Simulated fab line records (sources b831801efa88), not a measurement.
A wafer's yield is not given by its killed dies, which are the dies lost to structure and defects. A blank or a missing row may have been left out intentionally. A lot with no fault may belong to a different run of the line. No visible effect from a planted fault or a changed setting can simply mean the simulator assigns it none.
Matching of chambers ; flow sfq_line ; 3 sister chambers for SFQ_TRILAYER_I4_DEP_PECVD_099 on pecvd-02
The step deposits SiO2 from SiH4/N2O, time 111.11 s, target thk 500 nm. 18 wafers are shown with their chamber, then 9 later ones without.

WAFERS, EACH WITH ITS CHAMBER
wafer;chamber;heater_power_w (W);showerhead_vpp_V (V);throttle_valve_pct (%)
L172.1;1;59;827;23.2
L172.3;2;92;756;23.9
L172.5;2;94;778;24.2
L175.2;2;106;773;24.3
L175.4;2;86;769;24.2
L175.6;1;62;832;23.4
L176.1;2;89;767;24.2
L176.4;0;67;809;24.3
L176.5;1;57;821;23.6
L177.1;2;99;780;24.2
L177.4;2;102;785;24.3
L177.5;1;60;829;23.7
L179.1;1;65;829;23.4
L179.2;0;62;808;24.4
L179.4;1;52;812;23.4
L182.3;0;69;815;24.4
L182.4;2;105;785;24.3
L182.6;0;71;818;24.7

SIGNATURES, as means of the wafers listed above
reading;chamber 0;chamber 1;chamber 2;scatter within a chamber
heater_power_w;67.25;59.17;96.62;5.97
showerhead_vpp_V;812.50;825.00;774.12;8.29
throttle_valve_pct;24.450;23.450;24.200;0.156
Rule: for each reading, subtract the chamber's mean from the wafer's reading, divide by that reading's scatter and square the result; add these up over the readings and take the root, which gives the wafer's distance from the chamber. If the next closest chamber is less than 2 further off than the closest, the wafer can't be placed; otherwise it belongs to the closest. How the scatter is found: for the shown wafers, subtract from each reading the mean of its chamber, square and add these, divide the total by (wafers less chambers), then take the root.

WAFERS WITHOUT THEIR CHAMBER
wafer;heater_power_w (W);showerhead_vpp_V (V);throttle_valve_pct (%)
L185.1;69;818;24.5
L185.2;103;780;24.2
L185.5;73;815;24.7
L190.3;62;805;24.7
L190.4;64;820;23.5
L190.6;65;797;24.6
L191.3;71;813;24.8
L191.4;60;821;23.7
L191.6;73;806;24.7

THE CHAMBER EACH PASSED THROUGH
wafer;from the rows above;in truth
L185.1;0;0
L185.2;2;2
L185.5;0;0
L190.3;0;0
L190.4;1;1
L190.6;0;0
L191.3;0;0
L191.4;1;1
L191.6;0;0
Placed correctly: 9 of 9. Number that these rows cannot place: 0. Wrongly placed: 0.
